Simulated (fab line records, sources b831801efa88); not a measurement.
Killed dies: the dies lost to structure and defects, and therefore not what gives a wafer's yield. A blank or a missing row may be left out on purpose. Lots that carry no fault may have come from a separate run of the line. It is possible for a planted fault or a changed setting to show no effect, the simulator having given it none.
A single fault, viewed from 2 desks    flow sky130    numbers are kept per desk, each desk with only its own; the story behind them comes last

== METROLOGY DESK ==
What the gauges read for every lot (on any tool): the sampled wafers with a number, averaged. If a lot's mean is further than 4 standard deviations from the usual mean, the lot is out of limits and carries the mark OUT (the distance appears in the brackets).
Columns: A = VIA2_HDPCVD_THK at SKY_VIA2_THK_MEAS_01, usual 1180 nm
lot   first seen here  A
L414  day 35 10:23     1208
L415  day 35 15:14     1175
L416  day 36 01:53     1159
L417  day 36 10:52     1180
L418  day 36 14:38     1178
L420  day 37 13:59     1183
L421  day 38 03:05     1179
L422  day 38 05:33     1175
L424  day 39 00:15     1193
L426  day 39 12:56     1187
L429  day 40 11:34     1169
L435  day 42 11:17     1608 (+36) OUT
This desk's result: L435 out of limits, first on L435 (VIA2_HDPCVD_THK at SKY_VIA2_THK_MEAS_01), day 42 11:17. L414, L415, L416, L417, L418, L420, L421, L422, L424, L426, L429 stayed within limits.

== THE TOOL OWNER'S DESK: hdpcvd-01 ==
The tool's own readings at SKY_VIA2_HDPCVD_00 (deposits SiO2, target thk 1180 nm, time 196.7 s): means of the sampled wafers that have a number, for each lot that ran on this tool. If a lot's mean is further than 4 standard deviations from the usual mean, the lot is out of limits and carries the mark OUT (the distance appears in the brackets).
Columns: A = susceptorTempC at SKY_VIA2_HDPCVD_00, usual 400.01 C
lot   first seen here  A
L415  day 35 15:06     400.02
L416  day 36 01:45     399.97
L417  day 36 10:44     400.18
L420  day 37 13:50     400.13
L422  day 38 05:25     399.88
L426  day 39 12:48     400.05
L429  day 40 11:26     399.99
L435  day 42 11:08     400.19
This desk's finding: nothing out of limits on any of the 8 lots.

== TAKEN TOGETHER ==
L435 would have let the metrology desk raise an alarm at day 42 11:17.
Nothing out of limits was seen by the tool owner's desk.
Tool owner's desk: L435 on record, inside its limits.
SKY_VIA2_HDPCVD_00 was run on hdpcvd-01 by each of the lots named.

== WHAT THE SIMULATOR HAD INSERTED ==
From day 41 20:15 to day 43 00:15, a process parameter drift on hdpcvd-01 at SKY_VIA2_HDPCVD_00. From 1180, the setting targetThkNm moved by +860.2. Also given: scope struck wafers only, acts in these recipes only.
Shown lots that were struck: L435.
Time in hours between the start of the fault and the first out-of-limits reading at each desk: metrology desk, 15.
